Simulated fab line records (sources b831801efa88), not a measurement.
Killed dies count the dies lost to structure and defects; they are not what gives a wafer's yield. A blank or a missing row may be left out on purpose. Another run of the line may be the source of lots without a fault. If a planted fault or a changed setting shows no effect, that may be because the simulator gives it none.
Chamber matching :: flow gf180mcu :: GF_STI_ETCH_14 on rie_si-02 has 4 sister chambers
The step etches Si in HBr/Cl2/O2, target depth 360 nm, time 102.9 s. 8 wafers are shown with their chamber, then 7 later ones without.

WAFERS, EACH WITH ITS CHAMBER
wafer: L542.1
chamber: 0
drypump_motor_current_A (A): 6.3
oes_product_au (a.u.): 0.995

wafer: L542.2
chamber: 3
drypump_motor_current_A (A): 5.6
oes_product_au (a.u.): 0.986

wafer: L542.4
chamber: 1
drypump_motor_current_A (A): 6.1
oes_product_au (a.u.): 0.988

wafer: L546.2
chamber: 1
drypump_motor_current_A (A): 6.1
oes_product_au (a.u.): 0.985

wafer: L546.3
chamber: 2
drypump_motor_current_A (A): 4.9
oes_product_au (a.u.): 1.008

wafer: L546.5
chamber: 2
drypump_motor_current_A (A): 4.9
oes_product_au (a.u.): 1.023

wafer: L553.2
chamber: 3
drypump_motor_current_A (A): 5.7
oes_product_au (a.u.): 0.995

wafer: L553.4
chamber: 0
drypump_motor_current_A (A): 6.3
oes_product_au (a.u.): 0.996

WAFERS WITHOUT THEIR CHAMBER
wafer: L553.6
drypump_motor_current_A (A): 6.3
oes_product_au (a.u.): 0.998

wafer: L554.2
drypump_motor_current_A (A): 6.3
oes_product_au (a.u.): 0.995

wafer: L554.3
drypump_motor_current_A (A): 5.7
oes_product_au (a.u.): 0.984

wafer: L554.4
drypump_motor_current_A (A): 4.9
oes_product_au (a.u.): 0.999

wafer: L555.2
drypump_motor_current_A (A): 6.1
oes_product_au (a.u.): 0.986

wafer: L555.3
drypump_motor_current_A (A): 5.7
oes_product_au (a.u.): 0.984

wafer: L555.6
drypump_motor_current_A (A): 4.9
oes_product_au (a.u.): 0.999

EACH ONE'S CHAMBER
wafer: L553.6
from the rows above: 0
in truth: 0

wafer: L554.2
from the rows above: 0
in truth: 0

wafer: L554.3
from the rows above: 3
in truth: 3

wafer: L554.4
from the rows above: 2
in truth: 2

wafer: L555.2
from the rows above: 1
in truth: 1

wafer: L555.3
from the rows above: 3
in truth: 3

wafer: L555.6
from the rows above: 2
in truth: 2
Placed correctly: 7 of 7. Can't be placed from these rows: 0. Placed wrongly: 0.
How it was worked out, from the rows above alone: a wafer's distance from a chamber is the root of the sum, over the readings, of the square of ((its reading less the chamber's mean) divided by the reading's scatter). The wafer belongs to the nearest chamber; if the next one is less than 2 further off, it can't be placed. Each chamber's mean is taken over the wafers shown for it. How the scatter is found: for the shown wafers, subtract from each reading the mean of its chamber, square and add these, divide the total by (wafers less chambers), then take the root.
